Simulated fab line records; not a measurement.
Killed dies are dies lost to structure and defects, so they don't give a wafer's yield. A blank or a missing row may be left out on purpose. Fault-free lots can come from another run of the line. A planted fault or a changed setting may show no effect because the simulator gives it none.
Matching of chambers / flow gf180mcu / GF_PASSIVATION_CVD_02 on pecvd-02 has 3 sister chambers
The step deposits Si3N4, target thk 700 nm, time 486.18 s. 6 wafers are shown with their chamber, then 7 later ones without.

WAFERS PAIRED WITH THEIR CHAMBERS
wafer=L707.2; chamber=0; heater_power_outer_w (W)=330; heater_power_w (W)=566
wafer=L707.3; chamber=2; heater_power_outer_w (W)=485; heater_power_w (W)=713
wafer=L713.2; chamber=0; heater_power_outer_w (W)=254; heater_power_w (W)=484
wafer=L713.4; chamber=1; heater_power_outer_w (W)=432; heater_power_w (W)=711
wafer=L716.2; chamber=2; heater_power_outer_w (W)=516; heater_power_w (W)=775
wafer=L716.3; chamber=1; heater_power_outer_w (W)=466; heater_power_w (W)=781

WAFERS WITH NO CHAMBER GIVEN
wafer=L716.5; heater_power_outer_w (W)=349; heater_power_w (W)=595
wafer=L719.2; heater_power_outer_w (W)=419; heater_power_w (W)=718
wafer=L719.3; heater_power_outer_w (W)=320; heater_power_w (W)=555
wafer=L719.6; heater_power_outer_w (W)=343; heater_power_w (W)=586
wafer=L720.1; heater_power_outer_w (W)=439; heater_power_w (W)=647
wafer=L720.2; heater_power_outer_w (W)=276; heater_power_w (W)=493
wafer=L720.5; heater_power_outer_w (W)=485; heater_power_w (W)=752

WHICH CHAMBER EACH WENT THROUGH
wafer=L716.5; from the rows above=can't be placed: 0 or 1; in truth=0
wafer=L719.2; from the rows above=can't be placed: 1 or 2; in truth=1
wafer=L719.3; from the rows above=0; in truth=0
wafer=L719.6; from the rows above=0; in truth=0
wafer=L720.1; from the rows above=can't be placed: 1 or 2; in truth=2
wafer=L720.2; from the rows above=0; in truth=0
wafer=L720.5; from the rows above=can't be placed: 2 or 1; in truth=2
Correctly placed: 3 of 7. These rows do not allow placing 4 (true chamber among the candidates in 4). Wrongly placed: 0.
How it was worked out, from the rows above alone: a wafer's distance from a chamber is the root of the sum, over the readings, of the square of ((its reading less the chamber's mean) divided by the reading's scatter). If the next closest chamber is less than 2 further off than the closest, the wafer can't be placed; otherwise it belongs to the closest. Each chamber's mean is taken over the wafers shown for it. How the scatter is found: for the shown wafers, subtract from each reading the mean of its chamber, square and add these, divide the total by (wafers less chambers), then take the root.
